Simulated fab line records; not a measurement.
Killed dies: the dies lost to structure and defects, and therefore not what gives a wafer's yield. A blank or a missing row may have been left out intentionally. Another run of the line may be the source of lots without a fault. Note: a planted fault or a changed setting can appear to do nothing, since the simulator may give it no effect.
fab line records	flow gf180mcu
record: lots: 24	wafers: 72	lastDay: 34
route steps=602 shown V1@361 V2@398 V3@450 MIM@514 V5@561
lots with no fault: from the same line, run without faults
startH: start of the lot's first displayed wafer, in hours after the record's first day	waitH: how many hours have passed since the lot's step before this one	" the same as in the row above	L1.1+2: several wafers, shown together as one row	- no value, or no start was given	* or withheld: withheld	< > ~ a bound
route shown NAME@n: NAME is a module with steps in the file, n the number in the route of the first one	usual: average and standard deviation across the fault-free wafers	same: alike in all rows	chamber/n: place in a boat	sites: each site's reading	_std_site: their standard deviation	_edge_site: the outer-site mean with the inner-site mean subtracted	radiusMm: for every site, how far away it sits from the centre of the wafer	mask NAME#n: copy n	behind: the tool/chamber that last shaped the wafer	hold: what put the lot on hold/how long, in hours/how the hold closed	device: transistor that didn't switch, given as n, p or np	end of line: at the end of the route, the tests of the same wafers	where a step has no rows: the recipe by itself	killed: dies that structure and defects cost at the first sort, which is not the same as the wafer's yield	map: dies across one wafer; x = killed, . = not, _ = none there
set.NAME: the setting as run; set.NAME@STEP: as run at that earlier step	model.NAME: the simulator's own value behind a step, which no gauge read
a sample of lots followed through the steps of the route, with each step as a table and each wafer as a row
services: when a tool's chamber went out of use (startH, in hours from the record's first day, below 0 if earlier), for how many hours, and the reason
== steps ==
step: GF_V1_CMP_26
recipe: stopOn: SiO2	downForcePsi: 3.5	platenRpm: 60	tOverpolishS: 15	targetThkNm: 0	padVelocityMS: 0.94248
usual: motorCurrentA: 11.5/1.5	overpolishRunS: 14.999/0.009	timeToEndpointS: 83/5.1
lot.wafer	tool	chamber	startH	waitH	motorCurrentA	overpolishRunS	timeToEndpointS
L074.3	cmp-02	2	412.59	0.3	11.3	14.986	76
L074.6	"	0	"	"	10.0	15.001	82
L074.5	"	1	"	"	13.2	15.012	85
L075.4	cmp-01	1	424.80	0.0	11.7	14.998	78
L075.3	"	0	"	"	10.0	15.006	82
L075.5	"	1	"	"	11.7	15.000	80
L076.1	cmp-01	2	435.44	0.1	12.7	14.988	82
L076.5	"	1	"	"	10.8	14.982	81
L076.6	"	2	"	"	12.2	14.999	85
L077.1	cmp-01	2	440.23	0.2	12.8	15.010	82
L077.5	"	3	"	"	9.2	14.998	80
L077.6	"	0	"	"	10.6	15.000	84
L078.1	cmp-01	0	446.76	0.1	10.3	14.995	89
L078.3	"	1	"	"	11.6	15.016	82
L078.4	"	3	"	"	10.1	15.017	87
L079.4	cmp-01	0	457.04	0.0	10.4	14.981	84
L079.1	"	3	"	"	10.1	15.011	81
L079.5	"	1	"	"	11.4	15.003	78
L080.1	cmp-02	1	468.42	0.4	12.9	15.002	86
L080.5	"	3	"	"	12.5	14.990	84
L080.6	"	0	"	"	9.8	14.997	81
L081.1	cmp-02	3	472.15	0.1	12.9	14.995	89
L081.4	"	0	"	"	9.9	14.985	80
L081.6	"	3	"	"	12.1	15.003	87
L082.4	cmp-02	2	486.55	0.1	11.2	15.012	76
L082.6	"	1	"	"	13.5	14.996	86
L082.5	"	2	"	"	10.9	15.003	77
L083.1	cmp-01	2	493.68	0.1	12.9	14.991	85
L083.2	"	3	"	"	9.8	15.007	84
L083.5	"	1	"	"	11.2	15.019	78
L084.1	cmp-02	0	505.09	0.1	9.6	15.010	80
L084.3	"	2	"	"	11.0	14.998	72
L084.6	"	0	"	"	9.3	14.999	76
L085.4	cmp-01	0	511.62	0.1	11.0	14.992	86
L085.1	"	1	"	"	11.5	15.009	78
L085.6	"	3	"	"	10.1	15.027	80
L086.3	cmp-02	1	526.77	0.1	14.4	14.979	83
L086.5	"	0	"	"	9.9	15.009	83
L086.6	"	1	"	"	14.1	14.986	82
L087.1	cmp-02	2	530.03	0.1	10.6	14.996	79
L087.4	"	3	"	"	13.4	14.982	93
L087.3	"	0	"	"	10.0	15.000	86
L088.3	cmp-02	0	537.25	0.0	9.8	14.977	82
L088.1	"	1	"	"	13.0	14.989	87
L088.2	"	2	"	"	10.5	14.997	78
L089.2	cmp-02	2	546.51	0.0	10.8	15.003	74
L089.1	"	3	"	"	12.2	14.990	88
L089.5	"	3	"	"	12.5	15.001	90
L090.3	cmp-02	2	553.06	0.1	10.8	14.999	81
L090.2	"	0	"	"	9.5	14.998	87
L090.5	"	1	"	"	13.5	14.994	91
L091.4	cmp-01	2	561.85	0.1	12.9	15.005	79
L091.5	"	1	"	"	11.0	14.982	80
L091.6	"	2	"	"	12.8	15.000	83
L092.3	cmp-02	2	568.89	0.3	10.7	15.010	78
L092.2	"	3	"	"	12.4	14.996	92
L092.6	"	3	"	"	13.1	15.003	95
L093.4	cmp-02	1	578.74	0.0	13.7	15.008	87
L093.3	"	0	"	"	9.7	15.001	85
L093.6	"	2	"	"	10.9	15.011	77
L094.3	cmp-02	0	586.29	0.1	10.0	14.988	82
L094.4	"	2	"	"	10.8	14.999	74
L094.6	"	3	"	"	12.1	15.003	91
L095.3	cmp-01	3	593.91	0.0	10.2	14.991	85
L095.4	"	0	"	"	10.2	14.987	83
L095.5	"	3	"	"	10.0	15.013	85
L096.2	cmp-02	1	596.49	0.0	14.1	14.997	88
L096.3	"	0	"	"	9.8	15.005	82
L096.6	"	2	"	"	10.7	14.995	77
L097.2	cmp-02	1	604.50	0.0	14.2	14.992	87
L097.4	"	2	"	"	10.9	15.005	77
L097.6	"	1	"	"	13.1	15.015	91
step: GF_V2_ETCH_16
recipe: chemistry: N2/H2	targetDepthA: withheld	overetchA: withheld	timeS: withheld	target: BARC	ionEnergyEv: 200	sourceW: 494.8	biasW: 100	pressureMtorr: 30	n2FlowSccm: 100	h2FlowSccm: 200
usual: drypumpMotorCurrentA: 5.7/0.52	oesProductAu: 0.854/0.0045	throttleValvePct: 13.225/0.0096
lot.wafer	tool	chamber	startH	waitH	drypumpMotorCurrentA	oesProductAu	throttleValvePct
L074.3	rieDiel-01	2	461.90	0.0	5.9	0.857	13.219
L074.5	"	1	"	"	5.2	0.858	13.234
L074.6	"	0	"	"	5.5	0.857	13.218
L075.3	rieDiel-03	1	475.50	0.0	5.3	0.853	13.222
L075.4	"	2	"	"	4.7	0.857	13.220
L075.5	"	1	"	"	5.4	0.858	13.231
L076.1	rieDiel-01	1	486.25	0.0	5.3	0.850	13.231
L076.5	"	0	"	"	5.6	0.853	13.216
L076.6	"	3	"	"	6.7	0.847	13.237
L077.1	rieDiel-03	2	491.68	0.0	4.7	0.851	13.212
L077.5	"	3	"	"	5.2	0.854	13.229
L077.6	"	2	"	"	4.7	0.854	13.221
L078.1	rieDiel-02	1	497.73	0.0	5.9	0.855	13.237
L078.3	"	2	"	"	6.0	0.852	13.234
L078.4	"	0	"	"	5.3	0.851	13.226
L079.1	rieDiel-01	0	507.08	0.0	5.5	0.859	13.228
L079.4	"	1	"	"	5.3	0.859	13.223
L079.5	"	2	"	"	5.9	0.851	13.196
L080.1	rieDiel-03	0	517.90	0.0	6.3	0.854	13.240
L080.5	"	3	"	"	5.3	0.858	13.220
L080.6	"	2	"	"	4.7	0.864	13.226
L081.1	rieDiel-02	3	521.65	0.0	6.1	0.859	13.227
L081.4	"	2	"	"	6.0	0.849	13.232
L081.6	"	1	"	"	5.9	0.856	13.210
L082.4	rieDiel-02	1	535.20	0.0	5.9	0.854	13.236
L082.5	"	3	"	"	6.1	0.857	13.219
L082.6	"	2	"	"	6.0	0.855	13.229
L083.1	rieDiel-02	1	542.10	0.0	5.9	0.854	13.215
L083.2	"	3	"	"	6.1	0.852	13.218
L083.5	"	1	"	"	5.9	0.856	13.219
L084.1	rieDiel-02	0	552.42	0.0	5.3	0.855	13.233
L084.3	"	1	"	"	5.9	0.851	13.218
L084.6	"	3	"	"	6.1	0.846	13.219
L085.1	rieDiel-03	0	558.38	0.0	6.3	0.858	13.222
L085.4	"	1	"	"	5.3	0.861	13.224
L085.6	"	1	"	"	5.3	0.851	13.223
L086.3	rieDiel-03	0	573.79	0.0	6.3	0.844	13.218
L086.5	"	3	"	"	5.2	0.850	13.217
L086.6	"	2	"	"	4.7	0.860	13.227
L087.1	rieDiel-01	1	576.93	0.0	5.2	0.855	13.218
L087.3	"	2	"	"	5.9	0.866	13.240
L087.4	"	1	"	"	5.3	0.856	13.215
L088.1	rieDiel-03	3	584.14	0.0	5.3	0.855	13.228
L088.2	"	2	"	"	4.7	0.854	13.236
L088.3	"	0	"	"	6.3	0.841	13.233
L089.1	rieDiel-02	3	592.20	0.0	6.0	0.849	13.230
L089.2	"	1	"	"	5.9	0.856	13.222
L089.5	"	0	"	"	5.3	0.855	13.226
L090.2	rieDiel-01	0	597.90	0.0	5.6	0.854	13.248
L090.3	"	3	"	"	6.7	0.859	13.229
L090.5	"	2	"	"	5.9	0.852	13.223
L091.4	rieDiel-01	1	607.39	0.0	5.3	0.860	13.233
L091.5	"	2	"	"	5.9	0.852	13.235
L091.6	"	1	"	"	5.3	0.852	13.227
L092.2	rieDiel-03	0	613.27	0.0	6.3	0.856	13.234
L092.3	"	2	"	"	4.7	0.854	13.215
L092.6	"	2	"	"	4.7	0.850	13.221
L093.3	rieDiel-01	3	622.48	0.0	6.7	0.861	13.224
L093.4	"	0	"	"	5.6	0.861	13.225
L093.6	"	2	"	"	5.9	0.852	13.224
L094.3	rieDiel-02	0	629.84	0.0	5.3	0.851	13.241
L094.4	"	2	"	"	6.0	0.853	13.223
L094.6	"	2	"	"	6.0	0.848	13.219
L095.3	rieDiel-02	3	637.20	0.0	6.1	0.855	13.231
L095.4	"	0	"	"	5.3	0.860	13.228
L095.5	"	1	"	"	5.9	0.858	13.228
L096.2	rieDiel-01	1	639.13	0.0	5.2	0.854	13.234
L096.3	"	3	"	"	6.7	0.860	13.215
L096.6	"	0	"	"	5.6	0.853	13.223
L097.2	rieDiel-02	0	647.28	0.0	5.3	0.853	13.214
L097.4	"	2	"	"	6.0	0.851	13.225
L097.6	"	1	"	"	5.9	0.855	13.218
step: GF_V2_RS_MEAS_24
recipe: thkMeasGauge: four-point-probe	reads: W_of_V2_CVD_23+TiN_of_V2_SPUTTER_22+Ti_of_V2_SPUTTER_21
usual: V2_W_RS: 0.327/0.0044
lot.wafer	tool	chamber	startH	waitH	V2_W_RS[ohm/sq]
L074.3	filmMetro-02	-	462.84	0.1	0.323
L074.5	"	-	"	"	0.331
L074.6	"	-	"	"	0.323
L075.3	filmMetro-04	-	476.42	0.1	0.323
L075.4	"	-	"	"	0.329
L075.5	"	-	"	"	0.326
L076.1	filmMetro-04	-	487.12	0.1	0.327
L076.5	"	-	"	"	0.322
L076.6	"	-	"	"	0.328
L077.1	filmMetro-01	-	492.56	0.1	0.330
L077.5	"	-	"	"	0.334
L077.6	"	-	"	"	0.332
L078.1	filmMetro-02	-	498.66	0.1	0.330
L078.3	"	-	"	"	0.336
L078.4	"	-	"	"	0.333
L079.1	filmMetro-04	-	507.96	0.1	0.334
L079.4	"	-	"	"	0.332
L079.5	"	-	"	"	0.329
L080.1	filmMetro-02	-	518.81	0.1	0.320
L080.5	"	-	"	"	0.326
L080.6	"	-	"	"	0.326
L081.1	filmMetro-04	-	522.53	0.1	0.332
L081.4	"	-	"	"	0.330
L081.6	"	-	"	"	0.333
L082.4	filmMetro-04	-	536.12	0.1	0.324
L082.5	"	-	"	"	0.322
L082.6	"	-	"	"	0.324
L083.1	filmMetro-04	-	542.99	0.1	0.332
L083.2	"	-	"	"	0.327
L083.5	"	-	"	"	0.325
L084.1	filmMetro-04	-	553.29	0.1	0.320
L084.3	"	-	"	"	0.320
L084.6	"	-	"	"	0.320
L085.1	filmMetro-01	-	559.26	0.1	0.325
L085.4	"	-	"	"	0.319
L085.6	"	-	"	"	0.319
L086.3	filmMetro-01	-	574.82	0.1	0.324
L086.5	"	-	"	"	0.317
L086.6	"	-	"	"	0.321
L087.1	filmMetro-04	-	578.21	0.1	0.322
L087.3	"	-	"	"	0.327
L087.4	"	-	"	"	0.330
L088.1	filmMetro-01	-	585.02	0.1	0.332
L088.2	"	-	"	"	0.324
L088.3	"	-	"	"	0.328
L089.1	filmMetro-02	-	593.08	0.1	0.332
L089.2	"	-	"	"	0.321
L089.5	"	-	"	"	0.323
L090.2	filmMetro-02	-	598.83	0.1	0.327
L090.3	"	-	"	"	0.328
L090.5	"	-	"	"	0.331
L091.4	filmMetro-01	-	608.34	0.1	0.324
L091.5	"	-	"	"	0.324
L091.6	"	-	"	"	0.332
L092.2	filmMetro-01	-	614.20	0.1	0.332
L092.3	"	-	"	"	0.329
L092.6	"	-	"	"	0.335
L093.3	filmMetro-01	-	623.40	0.1	0.334
L093.4	"	-	"	"	0.327
L093.6	"	-	"	"	0.332
L094.3	filmMetro-02	-	630.76	0.1	0.330
L094.4	"	-	"	"	0.323
L094.6	"	-	"	"	0.331
L095.3	filmMetro-02	-	638.16	0.1	0.324
L095.4	"	-	"	"	0.331
L095.5	"	-	"	"	0.323
L096.2	filmMetro-02	-	640.06	0.1	0.322
L096.3	"	-	"	"	0.329
L096.6	"	-	"	"	0.329
L097.2	filmMetro-02	-	648.18	0.1	0.325
L097.4	"	-	"	"	0.331
L097.6	"	-	"	"	0.326
step: GF_V3_SPUTTER_21
recipe: material: Ti	targetThkNm: 15	chamberPressurePa: 5	powerW: 2500	substrateTempC: 200	timeS: 80.02
usual: throttleValvePct: 30.2/1.1
lot.wafer	tool	chamber	startH	waitH	throttleValvePct
L074.3	pvdSputter-02	-	513.52	0.0	29.5
L074.5	"	-	"	"	29.2
L074.6	"	-	"	"	33.0
L075.3	pvdSputter-04	-	526.52	0.0	30.0
L075.4	"	-	"	"	29.6
L075.5	"	-	"	"	30.2
L076.1	pvdSputter-01	-	536.51	0.0	29.5
L076.5	"	-	"	"	29.6
L076.6	"	-	"	"	29.5
L077.1	pvdSputter-02	-	540.72	0.0	29.9
L077.5	"	-	"	"	29.3
L077.6	"	-	"	"	30.3
L078.1	pvdSputter-01	-	547.09	0.0	29.7
L078.3	"	-	"	"	29.6
L078.4	"	-	"	"	29.4
L079.1	pvdSputter-02	-	556.91	0.0	30.2
L079.4	"	-	"	"	32.4
L079.5	"	-	"	"	29.1
L080.1	pvdSputter-02	-	567.86	0.0	29.6
L080.5	"	-	"	"	29.6
L080.6	"	-	"	"	32.7
L081.1	pvdSputter-04	-	569.52	0.0	29.7
L081.4	"	-	"	"	29.6
L081.6	"	-	"	"	29.7
L082.4	pvdSputter-02	-	583.96	0.0	29.5
L082.5	"	-	"	"	30.4
L082.6	"	-	"	"	29.2
L083.1	pvdSputter-02	-	589.72	0.0	30.5
L083.2	"	-	"	"	32.6
L083.5	"	-	"	"	32.7
L084.1	pvdSputter-02	-	599.11	0.0	32.4
L084.3	"	-	"	"	29.2
L084.6	"	-	"	"	32.6
L085.1	pvdSputter-01	-	604.71	0.0	31.0
L085.4	"	-	"	"	29.6
L085.6	"	-	"	"	31.0
L086.3	pvdSputter-02	-	619.65	0.0	32.5
L086.5	"	-	"	"	29.3
L086.6	"	-	"	"	30.0
L087.1	pvdSputter-02	-	623.26	0.0	29.4
L087.3	"	-	"	"	29.3
L087.4	"	-	"	"	32.6
L088.1	pvdSputter-04	-	629.56	0.0	30.6
L088.2	"	-	"	"	29.9
L088.3	"	-	"	"	30.2
L089.1	pvdSputter-02	-	637.39	0.0	32.7
L089.2	"	-	"	"	29.4
L089.5	"	-	"	"	32.8
L090.2	pvdSputter-04	-	643.41	0.0	29.3
L090.3	"	-	"	"	29.8
L090.5	"	-	"	"	29.7
L091.4	pvdSputter-02	-	651.02	0.0	30.4
L091.5	"	-	"	"	29.1
L091.6	"	-	"	"	29.5
L092.2	pvdSputter-01	-	657.15	0.0	29.5
L092.3	"	-	"	"	29.5
L092.6	"	-	"	"	29.2
L093.3	pvdSputter-01	-	665.95	0.0	31.1
L093.4	"	-	"	"	29.5
L093.6	"	-	"	"	31.2
L094.3	pvdSputter-02	-	673.67	0.0	32.4
L094.4	"	-	"	"	30.1
L094.6	"	-	"	"	29.0
L095.3	pvdSputter-02	-	680.34	0.0	32.8
L095.4	"	-	"	"	29.6
L095.5	"	-	"	"	30.2
L096.2	pvdSputter-02	-	681.81	0.0	32.6
L096.3	"	-	"	"	29.3
L096.6	"	-	"	"	29.6
L097.2	pvdSputter-02	-	689.61	0.0	29.5
L097.4	"	-	"	"	30.2
L097.6	"	-	"	"	29.4
step: GF_MIM_THK_MEAS_11
recipe: thkMeasGauge: xrf	reads: AlCu_of_MIM_SPUTTER_08
usual: MIM_ALCU_THK: 202.7/2.4
lot.wafer	tool	chamber	startH	waitH	MIM_ALCU_THK[nm]
L074.3	filmMetro-02	-	563.85	0.1	203.8
L074.5	"	-	"	"	201.3
L074.6	"	-	"	"	203.3
L075.3	filmMetro-02	-	576.92	0.1	198.4
L075.4	"	-	"	"	203.1
L075.5	"	-	"	"	202.2
L076.1	filmMetro-01	-	585.48	0.1	201.4
L076.5	"	-	"	"	200.5
L076.6	"	-	"	"	202.4
L077.1	filmMetro-01	-	588.54	0.1	205.7
L077.5	"	-	"	"	204.7
L077.6	"	-	"	"	202.3
L078.1	filmMetro-03	-	594.47	0.1	200.7
L078.3	"	-	"	"	203.8
L078.4	"	-	"	"	203.9
L079.1	filmMetro-02	-	603.85	0.1	203.1
L079.4	"	-	"	"	205.4
L079.5	"	-	"	"	204.4
L080.1	filmMetro-02	-	614.21	0.1	207.4
L080.5	"	-	"	"	206.8
L080.6	"	-	"	"	206.1
L081.1	filmMetro-03	-	616.10	0.1	201.1
L081.4	"	-	"	"	198.8
L081.6	"	-	"	"	199.0
L082.4	filmMetro-02	-	630.31	0.1	206.0
L082.5	"	-	"	"	202.9
L082.6	"	-	"	"	202.8
L083.1	filmMetro-03	-	635.51	0.1	202.5
L083.2	"	-	"	"	205.9
L083.5	"	-	"	"	203.3
L084.1	filmMetro-01	-	644.88	0.1	198.2
L084.3	"	-	"	"	198.8
L084.6	"	-	"	"	201.5
L085.1	filmMetro-02	-	650.13	0.1	206.3
L085.4	"	-	"	"	202.9
L085.6	"	-	"	"	205.5
L086.3	filmMetro-03	-	662.71	0.1	204.1
L086.5	"	-	"	"	204.4
L086.6	"	-	"	"	201.3
L087.1	filmMetro-02	-	668.27	0.1	203.0
L087.3	"	-	"	"	200.7
L087.4	"	-	"	"	203.6
L088.1	filmMetro-01	-	674.19	0.1	199.6
L088.2	"	-	"	"	203.8
L088.3	"	-	"	"	201.3
L089.1	filmMetro-02	-	680.68	0.1	202.6
L089.2	"	-	"	"	198.7
L089.5	"	-	"	"	200.1
L090.2	filmMetro-01	-	686.91	0.1	203.0
L090.3	"	-	"	"	202.9
L090.5	"	-	"	"	199.4
L091.4	filmMetro-03	-	694.92	0.1	202.1
L091.5	"	-	"	"	201.9
L091.6	"	-	"	"	200.0
L092.2	filmMetro-02	-	700.15	0.1	200.9
L092.3	"	-	"	"	202.7
L092.6	"	-	"	"	203.3
L093.3	filmMetro-03	-	708.41	0.1	205.7
L093.4	"	-	"	"	202.0
L093.6	"	-	"	"	204.0
L094.3	filmMetro-01	-	715.05	0.1	201.5
L094.4	"	-	"	"	197.1
L094.6	"	-	"	"	201.5
L095.3	filmMetro-02	-	721.86	0.1	204.2
L095.4	"	-	"	"	203.2
L095.5	"	-	"	"	204.1
L096.2	filmMetro-02	-	723.09	0.1	201.2
L096.3	"	-	"	"	200.2
L096.6	"	-	"	"	201.4
L097.2	filmMetro-01	-	730.61	0.1	210.1
L097.4	"	-	"	"	205.9
L097.6	"	-	"	"	207.3
step: GF_V5_SPUTTER_21
recipe: material: Ti	targetThkNm: 15	chamberPressurePa: 5	powerW: 2500	substrateTempC: 200	timeS: 80.02
usual: throttleValvePct: 30.0/0.86
lot.wafer	tool	chamber	startH	waitH	throttleValvePct
L074.3	pvdSputter-04	-	630.27	0.0	29.3
L074.5	"	-	"	"	30.3
L074.6	"	-	"	"	30.0
L075.3	pvdSputter-04	-	641.12	0.0	29.8
L075.4	"	-	"	"	30.1
L075.5	"	-	"	"	30.0
L076.1	pvdSputter-04	-	650.26	0.0	30.2
L076.5	"	-	"	"	29.7
L076.6	"	-	"	"	29.4
L077.1	pvdSputter-04	-	652.45	0.0	29.5
L077.5	"	-	"	"	29.5
L077.6	"	-	"	"	29.6
L078.1	pvdSputter-04	-	657.05	0.0	30.2
L078.3	"	-	"	"	29.5
L078.4	"	-	"	"	29.7
L079.1	pvdSputter-02	-	665.57	0.0	30.3
L079.4	"	-	"	"	33.0
L079.5	"	-	"	"	29.5
L080.1	pvdSputter-02	-	676.64	0.0	32.7
L080.5	"	-	"	"	30.2
L080.6	"	-	"	"	29.3
L081.1	pvdSputter-04	-	678.73	0.0	29.8
L081.4	"	-	"	"	30.2
L081.6	"	-	"	"	30.1
L082.4	pvdSputter-01	-	690.81	0.0	29.4
L082.5	"	-	"	"	29.8
L082.6	"	-	"	"	29.2
L083.1	pvdSputter-02	-	696.34	0.0	29.9
L083.2	"	-	"	"	29.3
L083.5	"	-	"	"	32.5
L084.1	pvdSputter-01	-	704.08	0.0	29.4
L084.3	"	-	"	"	31.2
L084.6	"	-	"	"	31.3
L085.1	pvdSputter-02	-	708.60	0.0	29.5
L085.4	"	-	"	"	30.4
L085.6	"	-	"	"	32.5
L086.3	pvdSputter-01	-	721.32	0.0	29.5
L086.5	"	-	"	"	30.9
L086.6	"	-	"	"	29.3
L087.1	pvdSputter-01	-	725.98	0.0	30.0
L087.3	"	-	"	"	29.3
L087.4	"	-	"	"	31.0
L088.1	pvdSputter-02	-	731.66	0.0	30.0
L088.2	"	-	"	"	29.3
L088.3	"	-	"	"	32.6
L089.1	pvdSputter-04	-	738.20	0.0	30.3
L089.2	"	-	"	"	29.8
L089.5	"	-	"	"	29.8
L090.2	pvdSputter-04	-	743.68	0.0	30.4
L090.3	"	-	"	"	29.9
L090.5	"	-	"	"	29.8
L091.4	pvdSputter-02	-	750.89	0.0	29.3
L091.5	"	-	"	"	30.1
L091.6	"	-	"	"	29.2
L092.2	pvdSputter-02	-	755.17	0.0	30.3
L092.3	"	-	"	"	29.3
L092.6	"	-	"	"	30.4
L093.3	pvdSputter-01	-	761.89	0.0	29.3
L093.4	"	-	"	"	31.0
L093.6	"	-	"	"	29.5
L094.3	pvdSputter-01	-	768.59	0.0	29.4
L094.4	"	-	"	"	29.6
L094.6	"	-	"	"	31.1
L095.3	pvdSputter-04	-	773.88	0.0	29.4
L095.4	"	-	"	"	30.3
L095.5	"	-	"	"	29.5
L096.2	pvdSputter-01	-	775.73	0.0	29.5
L096.3	"	-	"	"	31.1
L096.6	"	-	"	"	29.6
L097.2	pvdSputter-04	-	781.98	0.0	29.4
L097.4	"	-	"	"	29.5
L097.6	"	-	"	"	30.1
== services ==
tool	chamber	startH	hours	kind
cmp-01	-	408.77	4.0	pm
cmp-02	-	436.00	1.5	repair
pvdSputter-01	-	438.59	1.9	repair
cmp-02	-	477.44	4.2	pm
cmp-01	-	502.91	4.5	repair
rieDiel-02	0	513.24	22.5	repair
cmp-01	-	525.64	3.5	repair
pvdSputter-02	-	528.37	8.7	repair
cmp-01	-	529.94	1.2	repair
cmp-01	-	538.97	9.6	repair
cmp-02	-	549.13	0.2	repair
cmp-01	-	551.40	1.7	repair
cmp-01	-	559.81	1.0	repair
cmp-01	-	568.30	0.8	repair
pvdSputter-02	-	568.85	2.3	repair
cmp-02	-	572.00	4.0	pm
cmp-01	-	583.96	3.7	repair
cmp-02	-	633.98	0.8	repair
rieDiel-02	0	655.72	4.3	repair
pvdSputter-04	-	672.20	1.4	repair
cmp-02	-	679.07	0.7	repair
pvdSputter-04	-	724.92	1.2	repair
cmp-02	-	776.77	0.4	repair
pvdSputter-02	-	777.77	1.3	repair
== key ==
fault none
